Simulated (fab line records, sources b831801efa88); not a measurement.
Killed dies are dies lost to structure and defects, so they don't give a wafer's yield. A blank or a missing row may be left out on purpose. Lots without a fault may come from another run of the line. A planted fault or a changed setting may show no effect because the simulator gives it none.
Which tool did it? | flow gf180mcu | 7 lots, 21 wafers sampled, at 1 step of a route of 602

WHAT THE GAUGES READ, wafer by wafer
GF_PSD_RS_MEAS_15: measures by four-point-probe.
lot  | measured     | on            | PSD_RS (ohm/sq)
L474 | day 15 04:32 | film_metro-02 | 108.91 108.67 108.58
L476 | day 15 14:40 | film_metro-02 | 108.56 108.70 108.72
L478 | day 16 07:25 | film_metro-02 | 108.84 109.09 108.56
L481 | day 17 06:28 | film_metro-02 | 109.18 108.61 108.69
L484 | day 18 08:08 | film_metro-01 | 108.09 108.30 108.22
L486 | day 19 06:17 | film_metro-04 | 108.34 108.66 108.63
L488 | day 19 19:34 | film_metro-04 | 108.48 108.38 108.59

WHICH TOOL RAN EACH LOT (tool, then ch and the chambers of the sampled wafers, then the start)
The record holds no process step before these readings.

THE ANSWER, worked out from the rows above alone
Rule: what is usual is taken from the lots themselves. Put in order of their means at a reading, lots are off if they are a third of the lots or fewer, leave a main group of 4 or more, and stand apart from it by a gap of 3 or more times the standard deviation of the main group's means; of several such gaps the widest counts. A main group whose means are all the same, to the digits that the tables above print for the reading, isn't used. A lot without any number at a reading at which 4 lots or more have one is off too. The other lots that the step has rows for count as sound.
No lot is off at any reading shown: from this, nothing can be told.

WHAT THE SIMULATOR HAD PUT IN
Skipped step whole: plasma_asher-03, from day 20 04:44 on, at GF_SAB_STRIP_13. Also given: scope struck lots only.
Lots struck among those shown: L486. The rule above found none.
